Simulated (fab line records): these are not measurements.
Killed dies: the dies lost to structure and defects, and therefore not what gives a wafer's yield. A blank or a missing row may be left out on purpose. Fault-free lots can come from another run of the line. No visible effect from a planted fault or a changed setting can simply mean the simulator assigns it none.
Split-lot study | flow gf180mcu | route with 602 steps; 5 lots, 23 wafers read

ON THE SPLIT
At GF_SAB_COAT_04 (resist thk 1000 nm), the setting spin rpm was moved away from the recipe's 3000 rpm on 7 of the 23 wafers read, by +2.0% to +7.4%. The other wafers ran this setting at the recipe's value.

The split's own step is where the reading is taken.

THE READING
NOVOLAK_of_SAB_COAT_04.thk nm (the simulator's own value, which no gauge read), in nm, at GF_SAB_COAT_04 (resist thk 1000 nm). There is no usual value for it anywhere in the file. Here, 16 wafers ran the recipe; their average is 1001.2 nm with a standard deviation of 3.3 nm.

wafer  | tool, chamber at the split | spin rpm as run, rpm | against the recipe | NOVOLAK_of_SAB_COAT_04.thk nm, nm | against lot-mates on the recipe
L074.1 | litho track-01, 0          | 3000                 | recipe             | 1000                              | -
L074.2 | litho track-01, 0          | 3000                 | recipe             | 1003                              | -
L074.4 | litho track-01, 0          | 3061                 | +2.0%              | 991.3                             | -10.2
L074.5 | litho track-01, 0          | 3061                 | +2.0%              | 993.3                             | -8.2
L074.6 | litho track-01, 0          | 3061                 | +2.0%              | 991.6                             | -9.9
L077.1 | litho track-03, 0          | 3000                 | recipe             | 1005                              | -
L077.2 | litho track-03, 0          | 3000                 | recipe             | 1004                              | -
L077.6 | litho track-03, 0          | 3000                 | recipe             | 1004                              | -
L077.4 | litho track-03, 0          | 3000                 | recipe             | 1006                              | -
L077.5 | litho track-03, 0          | 3000                 | recipe             | 1001                              | -
L079.1 | litho track-02, 0          | 3000                 | recipe             | 995.5                             | -
L079.3 | litho track-02, 0          | 3000                 | recipe             | 995.8                             | -
L079.6 | litho track-02, 0          | 3000                 | recipe             | 995.2                             | -
L078.1 | litho track-03, 0          | 3000                 | recipe             | 1002                              | -
L078.2 | litho track-03, 0          | 3164                 | +5.5%              | 975.9                             | -27.1
L078.4 | litho track-03, 0          | 3000                 | recipe             | 1004                              | -
L078.5 | litho track-03, 0          | 3000                 | recipe             | 1003                              | -
L078.6 | litho track-03, 0          | 3164                 | +5.5%              | 977.3                             | -25.7
L084.1 | litho track-01, 0          | 3000                 | recipe             | 1002                              | -
L084.2 | litho track-01, 0          | 3000                 | recipe             | 999.2                             | -
L084.3 | litho track-01, 0          | 3223                 | +7.4%              | 966                               | -34.3
L084.5 | litho track-01, 0          | 3223                 | +7.4%              | 963.4                             | -36.9
L084.6 | litho track-01, 0          | 3000                 | recipe             | 999.6                             | -

THE FIT
A straight line over all 23 wafers: NOVOLAK_of_SAB_COAT_04.thk nm changes by -4.77 nm for each +1% of spin rpm; r = -0.97; the points scatter about the line by 3 nm.
The same after taking each lot's own level away (the mean of its wafers on the recipe; 23 wafers): -4.79 nm for each +1%; r = -0.99; scatter 1.2 nm.
The reading moves by 36 nm for the largest change in spin rpm, on that fit.
Measured against the standard deviation above, the lots' own levels, which go from 995.50 to 1004.00 nm, span 2.6 times it.
The two slopes are in agreement: the lot-to-lot level therefore moves the slope only a little.
Check: -36.2 nm against its lot-mates is what the line predicts for one of the wafers moved furthest among these (+7.4%) when that wafer is left out of the fit. It came out at -34.3 nm against them.

THESE WAFERS: OTHER SPLITS
These wafers also went through other splits before the reading. Each is held against what the fit with the lots' levels taken away leaves over:
other split on the same wafers   | wafers away from the commonest value | r with NOVOLAK_of_SAB_COAT_04.thk nm (lot level and that fit taken away)
GF_HV_LDD_COAT_41 resist thk nm  | 4                                    | -0.05
GF_NSD_IMPLANT_09 energy kev     | 9                                    | -0.13
GF_PSD_DEVELOP_06 develop time s | 8                                    | +0.22

THE WHOLE CHAIN: every reading that the file lists as answering this split, in the file's order
step            | what it does       | reading                                                                        | change (the file's fit)              | r (the file's)
GF_SAB_COAT_04  | resist thk 1000 nm | NOVOLAK_of_SAB_COAT_04.thk nm (the simulator's own value, which no gauge read) | -4.78 nm for each +1% of the setting | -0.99
GF_SAB_STRIP_13 | strips in O2/N2    | strip time to endpoint s                                                       | withheld for each +1% of the setting | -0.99

THE FILE'S OWN FIT
NOVOLAK_of_SAB_COAT_04.thk nm changes by -4.78 nm for each +1% of spin rpm, r = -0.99.
